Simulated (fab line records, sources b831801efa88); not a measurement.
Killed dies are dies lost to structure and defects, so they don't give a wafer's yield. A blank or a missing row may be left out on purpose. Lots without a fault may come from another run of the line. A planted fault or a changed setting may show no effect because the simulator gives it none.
A struck lot beside a sound one | flow sky130 | 25 steps out of a route of 708
Sound: wafers L309.1, L309.2, L309.6. Struck: wafers L316.3, L316.4, L316.5. The cause comes at the end.
At each step with rows: each side's tool, then ch and its chambers, then its first start. Under that, the readings that differ: sound wafers | struck wafers | difference of the means | sigmas: that difference in standard deviations of wafers without a fault.
alike: readings whose means differ by less than 2 such deviations, and words and numbers that are the same on both sides. not compared: withheld readings, readings that some wafer has no value for, bounds like >300 that may hide the same value, and numbers for which the record gives no deviation and whose values overlap.
The two part at a step that has a row with sigmas, a row that says differs or no value, or rows on one side only. Numbers that don't overlap but have no deviation are shown without sigmas and don't part them. A reading that every wafer of one side lacks parts them only if that side has two wafers or more.

first, 1 step without rows for these wafers: SKY_VIA3_SPUTTER_20 (material TiN, target thk 20 nm, time 80 s).
SKY_VIA3_CVD_21: deposits W, target thk 390 nm, time 117.31 s.
  sound on cvd_w-02 ch 0,1, day 42 15:21; struck on cvd_w-01 ch 0,1, day 44 13:01
  alike: chamber_pressure_Torr, heater_power_outer_w, heater_power_w
SKY_VIA3_RS_MEAS_22: measures by four-point-probe.
  sound on film_metro-02, day 42 15:28; struck on film_metro-04, day 44 13:08
  alike: VIA3_W_RS
SKY_VIA3_THK_MEAS_23: measures by xrf.
  sound on film_metro-02, day 42 15:35; struck on film_metro-04, day 44 13:14
  alike: VIA3_W_THK
SKY_VIA3_CMP_24: polishes, stops on SiO2, t overpolish 20 s, target thk 0 nm.
  sound on cmp-01 ch 2,3, day 42 15:49; struck on cmp-01 ch 2,3, day 44 13:19
  reading                | sound     | struck   | difference | sigmas
  time_to_endpoint_s (s) | 100 95 95 | 90 84 87 | -10        | -3
  alike: motor_current_A, overpolish_run_s, slurry_flow_ml_min
then, 2 steps without rows for these wafers: SKY_METAL4_SPUTTER_00 (material Ti, target thk 15 nm, time 10 s); SKY_METAL4_SPUTTER_01 (material TiN, target thk 20 nm, time 16.7 s).
SKY_METAL4_SPUTTER_02: material AlCu, target thk 735 nm, time 39.1 s.
  sound on pvd_sputter-02, day 42 16:07; struck on pvd_sputter-02, day 44 13:37
  alike: cathode_dc_power_W, chamber_pressure_pa, throttle_valve_pct
then, 2 steps without rows for these wafers: SKY_METAL4_SPUTTER_03 (material Ti, target thk 5 nm, time 3.3 s); SKY_METAL4_SPUTTER_04 (material TiN, target thk 70 nm, time 58.3 s).
SKY_CAP2M_CVD_00: deposits SiO2, target thk 15.5 nm.
  sound on pecvd-03 ch 0,1, day 42 16:13; struck on pecvd-04 ch 0,1,2, day 44 13:44
  alike: heater_power_outer_w, heater_power_w
SKY_CAP2M_THK_MEAS_01:
  sound on film_metro-01, day 42 16:14; struck on film_metro-04, day 44 13:46
  alike: CAP2M_CVD_00_THK
SKY_CAP2M_SPUTTER_02: material TiN, target thk 200 nm, time 166.7 s.
  sound on pvd_sputter-04, day 42 16:18; struck on pvd_sputter-01, day 44 13:49
  no value came back on the struck wafers for cathode_dc_power_W (W), chamber_pressure_pa (Pa), throttle_valve_pct (%), time_s (s); on the sound wafers cathode_dc_power_W (W) reads 6502.6 6499.5 6500.2
SKY_CAP2M_RS_MEAS_03: measures by four-point-probe.
  sound on film_metro-01, day 42 16:25; struck on film_metro-01, day 44 13:58
  reading               | sound          | struck | difference                    | sigmas
  CAP2M_TIN_RS (ohm/sq) | 6.96 6.94 6.92 | - - -  | no value on the struck wafers |
SKY_CAP2M_THK_MEAS_04: measures by xrf.
  sound on film_metro-01, day 42 16:32; struck on film_metro-01, day 44 14:04
  reading            | sound             | struck         | difference | sigmas
  CAP2M_TIN_THK (nm) | 202.0 202.4 202.8 | <0.0 <0.0 <0.0 | differs    |
then, 7 steps without rows for these wafers: SKY_CAP2M_DEHYDRATE_05 (time 60 s); SKY_CAP2M_HMDS_06 (prime time 60 s); SKY_CAP2M_COAT_07 (resist thk 1140 nm); SKY_CAP2M_SOFTBAKE_08 (time 60 s); SKY_CAP2M_EXPOSE_09 (exposes mask CAP2M, target cd 1000 nm); SKY_CAP2M_PEB_10; SKY_CAP2M_DEVELOP_11 (develop time 60 s).
SKY_CAP2M_OVL_MEAS_12:
  sound on overlay-02, day 43 16:02; struck on overlay-02, day 45 11:59
  alike: CAP2M_OVL
SKY_CAP2M_METAL_ETCH_13: etches TiN in Cl2/BCl3, stops on SiO2, target depth 220 nm, time 62.9 s.
  sound on rie_metal-03 ch 0,1, day 43 16:04; struck on rie_metal-04 ch 0,1, day 45 12:02
  reading                | sound                | struck               | difference | sigmas
  oes_product_au (a.u.)  | 0.936 0.941 0.939    | 0.379 0.389 0.374    | -0.558     | -89
  throttle_valve_pct (%) | 21.887 21.892 21.911 | 22.237 22.264 22.271 | +0.361     | +38
  alike: drypump_motor_current_A
  not compared: rf_hours_counter_h
SKY_CAP2M_STRIP_14: strips in O2/N2.
  sound on plasma_asher-02 ch 0,1, day 43 16:08; struck on plasma_asher-04 ch 0,1, day 45 12:08
  alike: drypump_motor_current_A, oes_product_au, strip_time_to_endpoint_s
  not compared: rf_hours_counter_h

WHERE THEY PART
First at SKY_VIA3_CMP_24; last, within this record, at SKY_CAP2M_METAL_ETCH_13. Later steps at which nothing parts them and some readings are alike: SKY_CAP2M_STRIP_14.

WHY: what the simulator had put in
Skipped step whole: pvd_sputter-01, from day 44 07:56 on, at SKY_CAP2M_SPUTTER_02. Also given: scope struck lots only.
